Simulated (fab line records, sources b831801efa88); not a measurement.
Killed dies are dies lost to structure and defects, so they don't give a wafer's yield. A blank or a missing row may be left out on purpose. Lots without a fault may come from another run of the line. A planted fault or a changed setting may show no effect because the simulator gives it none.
Tool commonality check | flow gf180mcu | 15 lots, 45 wafers sampled

WHY IT WAS OPENED
At GF_PSD_RS_MEAS_14 the reading NSD_RS is flagged on 3 of 15 lots. Wafers without a fault read 46.15 ohm/sq, standard deviation 0.081.
Rule: a lot is flagged when every wafer of it that has a number lies more than 4 standard deviations from that mean, or none has a number. The other lots count as sound.

lot  | measured     | on            | NSD_RS (ohm/sq), wafer by wafer | flag
L503 | day 15 06:32 | film_metro-03 | 46.09 46.17 46.05               |
L504 | day 15 17:23 | film_metro-03 | 46.13 46.04 46.19               |
L505 | day 16 09:21 | film_metro-01 | 46.15 46.10 46.06               |
L506 | day 16 19:04 | film_metro-02 | 46.11 46.13 46.00               |
L508 | day 17 03:01 | film_metro-01 | 46.08 46.14 46.09               |
L509 | day 17 14:23 | film_metro-02 | 46.24 46.27 46.15               |
L510 | day 17 20:44 | film_metro-03 | 46.11 46.08 46.11               |
L511 | day 18 00:48 | film_metro-03 | 46.24 46.13 46.20               |
L512 | day 18 18:24 | film_metro-01 | 46.10 45.99 46.03               |
L514 | day 19 06:09 | film_metro-01 | 46.21 46.06 46.24               |
L517 | day 20 03:25 | film_metro-03 | 46.29 46.29 46.22               |
L520 | day 21 09:53 | film_metro-02 | 53.11 53.07 53.13               | FLAGGED
L521 | day 21 13:05 | film_metro-01 | 53.07 53.02 53.10               | FLAGGED
L522 | day 21 16:15 | film_metro-02 | 53.15 53.07 53.11               | FLAGGED
L523 | day 22 07:49 | film_metro-02 | 46.23 46.39 46.32               |
The numbers of the flagged lots are 53.09 ohm/sq on average: +6.94 ohm/sq against the usual, or +86 standard deviations.

WHICH TOOL RAN EACH LOT
The record holds 2 process steps before the reading, out of a route of 602 steps. In each cell: the tool, then ch and the chambers that the sampled wafers went through, then the start.
lot  | flag    | GF_NSD_IMPLANT_10               | GF_NSD_STRIP_11
L503 |         | implanter-03 ch 0, day 14 08:52 | plasma_asher-04 ch 0,1, day 14 09:01
L504 |         | implanter-02 ch 0, day 14 19:21 | plasma_asher-03 ch 0,1, day 14 19:28
L505 |         | implanter-02 ch 0, day 15 10:14 | plasma_asher-02 ch 0,1, day 15 10:22
L506 |         | implanter-02 ch 0, day 15 20:15 | plasma_asher-03 ch 0,1, day 15 20:23
L508 |         | implanter-03 ch 0, day 16 04:54 | plasma_asher-04 ch 0,1, day 16 05:03
L509 |         | implanter-02 ch 0, day 16 17:06 | plasma_asher-02 ch 0,1, day 16 17:14
L510 |         | implanter-03 ch 0, day 16 23:01 | plasma_asher-02 ch 0,1, day 16 23:08
L511 |         | implanter-03 ch 0, day 17 02:25 | plasma_asher-02 ch 0,1, day 17 02:34
L512 |         | implanter-04 ch 0, day 17 18:15 | plasma_asher-03 ch 0,1, day 17 18:24
L514 |         | implanter-04 ch 0, day 18 05:26 | plasma_asher-03 ch 0,1, day 18 05:33
L517 |         | implanter-02 ch 0, day 19 02:52 | plasma_asher-03 ch 0,1, day 19 03:00
L520 | FLAGGED | implanter-03, day 20 08:55      | plasma_asher-03 ch 0,1, day 20 09:02
L521 | FLAGGED | implanter-04, day 20 12:04      | plasma_asher-04 ch 0,1, day 20 12:13
L522 | FLAGGED | implanter-02, day 20 15:15      | plasma_asher-03 ch 0,1, day 20 15:24
L523 |         | implanter-04 ch 0, day 21 07:29 | plasma_asher-03 ch 0,1, day 21 07:37
What these steps do:
- GF_NSD_IMPLANT_10
- GF_NSD_STRIP_11: strips in O2/N2.
- GF_PSD_RS_MEAS_14: measures by four-point-probe.

FLAGGED OVER TOTAL, TOOL BY TOOL (the gauges that took the reading come last)
step              | tool            | lots run | flagged | share of the flagged lots | sound lots run after its first flagged lot
GF_NSD_IMPLANT_10 | implanter-02    | 6        | 1       | some                      | 0
GF_NSD_IMPLANT_10 | implanter-03    | 5        | 1       | some                      | 0
GF_NSD_IMPLANT_10 | implanter-04    | 4        | 1       | some                      | 1 (L523)
GF_NSD_STRIP_11   | plasma_asher-02 | 4        | 0       | none                      | -
GF_NSD_STRIP_11   | plasma_asher-03 | 8        | 2       | some                      | 1 (L523)
GF_NSD_STRIP_11   | plasma_asher-04 | 3        | 1       | some                      | 0
GF_PSD_RS_MEAS_14 | film_metro-01   | 5        | 1       | some                      | 0
GF_PSD_RS_MEAS_14 | film_metro-02   | 5        | 2       | some                      | 1 (L523)
GF_PSD_RS_MEAS_14 | film_metro-03   | 5        | 0       | none                      | -

WHAT THE TABLE ALLOWS
No row of the table ran every flagged lot.

WHAT THE SIMULATOR HAD PUT IN
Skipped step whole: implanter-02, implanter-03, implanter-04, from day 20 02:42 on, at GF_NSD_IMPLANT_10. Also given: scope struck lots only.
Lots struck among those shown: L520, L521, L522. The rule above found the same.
